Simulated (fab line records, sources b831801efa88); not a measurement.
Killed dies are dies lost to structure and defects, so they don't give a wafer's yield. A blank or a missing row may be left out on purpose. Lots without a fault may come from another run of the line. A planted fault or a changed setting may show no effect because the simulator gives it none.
Which tool did it? | flow sky130 | 12 lots, 36 wafers sampled, at 1 step of a route of 708

WHAT THE GAUGES READ, wafer by wafer
SKY_FIELD_ISO_THK_MEAS_23. Usual: FIELD_ISO_OXIDATION_01_THK 9.92 nm, standard deviation 0.21.
lot  | measured    | on            | FIELD_ISO_OXIDATION_01_THK (nm) | flag
L189 | day 2 08:58 | film_metro-01 | 10.08 10.18 10.24               |
L191 | day 2 18:31 | film_metro-01 | 9.94 9.82 9.81                  |
L192 | day 3 00:56 | film_metro-03 | 9.67 9.82 9.60                  |
L197 | day 4 05:49 | film_metro-04 | 9.48 9.47 9.67                  |
L199 | day 4 10:50 | film_metro-04 | 9.71 9.82 10.02                 |
L202 | day 5 04:47 | film_metro-01 | 10.01 10.02 10.05               |
L203 | day 5 07:04 | film_metro-01 | 10.04 9.90 10.06                |
L208 | day 6 10:40 | film_metro-03 | 9.86 9.78 9.81                  |
L209 | day 6 14:17 | film_metro-03 | 10.08 9.89 10.04                |
L210 | day 6 22:57 | film_metro-01 | 10.06 10.21 9.98                |
L211 | day 7 01:28 | film_metro-03 | 10.36 10.36 10.13               |
L212 | day 7 07:50 | film_metro-04 | 10.16 10.16 9.94                |

WHICH TOOL RAN EACH LOT (tool, then ch and the chambers of the sampled wafers, then the start)
The record holds no process step before these readings.

WHAT THE TOOLS THEMSELVES READ (means of the sampled wafers that have a number; where no wafer has one, the mark that the record gives instead)
The record holds no such reading with a usual standard deviation.

THE ANSWER, worked out from the rows above alone
Rule: a lot is off if the mean of its wafers that have a number lies more than 3 standard deviations from the usual mean. A lot without any number at a reading at which 4 lots or more have one is off too. The other lots that the step has rows for count as sound. The gauges are gone through in route order, then the tools' own readings, and for those a lot's mean is taken as printed above. The first step at which some lot is off is used, and at that step the reading that is off furthest; a lot without a number counts as furthest.
No lot is off at any reading shown: from this, nothing can be told.

WHAT THE SIMULATOR HAD PUT IN
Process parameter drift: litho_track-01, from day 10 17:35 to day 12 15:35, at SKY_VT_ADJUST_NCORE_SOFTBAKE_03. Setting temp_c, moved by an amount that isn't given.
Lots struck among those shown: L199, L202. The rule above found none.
